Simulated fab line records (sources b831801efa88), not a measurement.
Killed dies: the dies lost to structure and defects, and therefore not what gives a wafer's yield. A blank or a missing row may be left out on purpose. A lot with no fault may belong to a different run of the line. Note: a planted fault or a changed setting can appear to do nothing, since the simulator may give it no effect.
Struck lot and sound lot, side by side | flow sky130 | 16 out of 708 route steps
Sound: the wafers L932.2, L932.5, L932.6. Wafers struck: L934.1, L934.4, L934.5. The cause is given at the end.
For every step that has rows: the tool of each side, followed by ch and its chambers, followed by its first start. Under that, the readings that differ: sound wafers | struck wafers | difference of the means | sigmas: that difference in standard deviations of wafers without a fault.
alike: a reading whose means differ by less than 2 such deviations, as well as words and numbers matching on both sides. not compared: withheld readings; readings where some wafer has no value; bounds like >300 that might hide an equal value; numbers whose values overlap and for which the record gives no deviation.
A row with sigmas, a row that says differs or no value, or rows on one side alone: a step with any of these is where the two part. When numbers do not overlap yet have no deviation, they are printed without sigmas and do not part them. A reading that every wafer of one side lacks parts them only if that side has two wafers or more.

first, 8 steps without rows for these wafers: SKY_METAL2_DEHYDRATE_07 (time 60 s); SKY_METAL2_HMDS_08 (prime time 60 s); SKY_METAL2_COAT_09 (resist thk 60 nm); SKY_METAL2_COAT_10 (resist thk 450 nm); SKY_METAL2_SOFTBAKE_11 (time 90 s); SKY_METAL2_EXPOSE_12 (exposes mask MM2, target cd 140 nm); SKY_METAL2_PEB_13; SKY_METAL2_DEVELOP_14 (develop time 60 s).
SKY_METAL2_CD_MEAS_15: target cd 140 nm.
  struck on cd sem-02, day 38 04:34; sound on cd sem-01, day 37 05:30
  alike: cd nm
SKY_METAL2_OVL_MEAS_16:
  struck on overlay-01, day 38 04:41; sound on overlay-01, day 37 05:36
  alike: METAL2_OVL
SKY_METAL2_DESCUM_17: chemistry O2, time 8 s.
  sound on rie metal-01 ch 0,1, day 37 05:38; struck on rie metal-01 ch 0,1, day 38 04:43
  alike: chamber pressure mTorr, drypump motor current A, oes product au
  not compared: rf hours counter h
SKY_METAL2_ETCH_18: etches BARC in N2/H2, stops on SiO2, time 45.9 s, target depth 60 nm.
  sound on rie metal-01 ch 0,1, day 37 05:40; struck on rie metal-01 ch 0,1, day 38 04:44
  alike: bias w, chamber pressure mTorr, drypump motor current A, oes product au, throttle valve pct
  not compared: rf hours counter h
SKY_METAL2_METAL_ETCH_19: etches the open film in Cl2/BCl3, stops on SiO2, target depth 360 nm, time 78 s.
  sound on rie metal-01 ch 0,1, day 37 05:44; struck on rie metal-01 ch 0,1, day 38 04:49
  no value came back on the struck wafers for any of 6 readings (bcl3 flow sccm (sccm), bias w (W) and others); on the sound wafers bcl3 flow sccm (sccm) reads 30.01 30.00 30.05
  reading                                       | sound             | struck            | difference | sigmas
  model.KrF-thick_of_METAL2_COAT_10.thk nm (nm) | 156.5 159 157.4   | 393.2 391.4 390.3 | +234.0     |
  model.SiO2_of_VIA1_HDPCVD_00.thk nm (nm)      | 323.1 323.8 323.7 | 336.5 334.6 336.3 | +12.3      |
  not compared: rf hours counter h
SKY_METAL2_STRIP_20: strips in O2/N2.
  sound on plasma asher-01 ch 0,1, day 37 05:49; struck on plasma asher-03 ch 0,1, day 38 04:54
  reading                      | sound             | struck            | difference | sigmas
  oes product au (a.u.)        | 0.349 0.340 0.347 | 0.450 0.446 0.439 | +0.100     | +21
  strip time to endpoint s (s) | 2.66 2.70 2.67    | 5.21 5.18 5.17    | +2.51      | +56
  alike: chamber pressure mTorr, drypump motor current A
  not compared: rf hours counter h
then, 1 step without rows for these wafers: SKY_METAL2_STRIP_21 (strips in post etch residue remover, time 1200 s).
-- the record jumps here: 10 days lie between the struck wafers' starts before and after (it left off in module METAL2 and takes up again in module PAD_OPEN, whose first step shown is number 708 of the route) --
SKY_PAD_OPEN_PROBE_99:
  struck on prober-01, day 48 03:38; sound on prober-01, day 47 11:59
  reading                  | sound          | struck                                                               | difference                   | sigmas
  hold                     | - - -          | await dispo/2.8h/scrap await dispo/2.8h/scrap await dispo/2.8h/scrap | no value on the sound wafers |
  defect limited yield (%) | 83.5 79.1 81.9 | 0 0 0                                                                | -82                          | -43
  killed_at_M0_to_M3       | 39 40 42       | 437 443 425                                                          | +395                         | +55
  killed dies              | 81 103 89      | 492 492 492                                                          | +401                         | +43
  killed on rim            | 13 18 19       | 96 96 96                                                             | +79                          | +20
  sort_bin_5_function (%)  | 8.5 12.2 9.8   | 91.7 93.1 91.7                                                       | +82.0                        | +55
  sort n pass              | 411 389 403    | 0 0 0                                                                | -401                         | -43
  sort yield pct (%)       | 83.5 79.1 81.9 | 0 0 0                                                                | -82                          | -43
  alike: killed_at_M4_up, killed at contacts, killed at front end, killed at other, killed open, killed short, sort_bin_3_pad_short, sort_bin_6_memory

WHERE THEY PART
First at SKY_METAL2_METAL_ETCH_19; last, within this record, at SKY_PAD_OPEN_PROBE_99.

WHY: whatever the simulator had introduced
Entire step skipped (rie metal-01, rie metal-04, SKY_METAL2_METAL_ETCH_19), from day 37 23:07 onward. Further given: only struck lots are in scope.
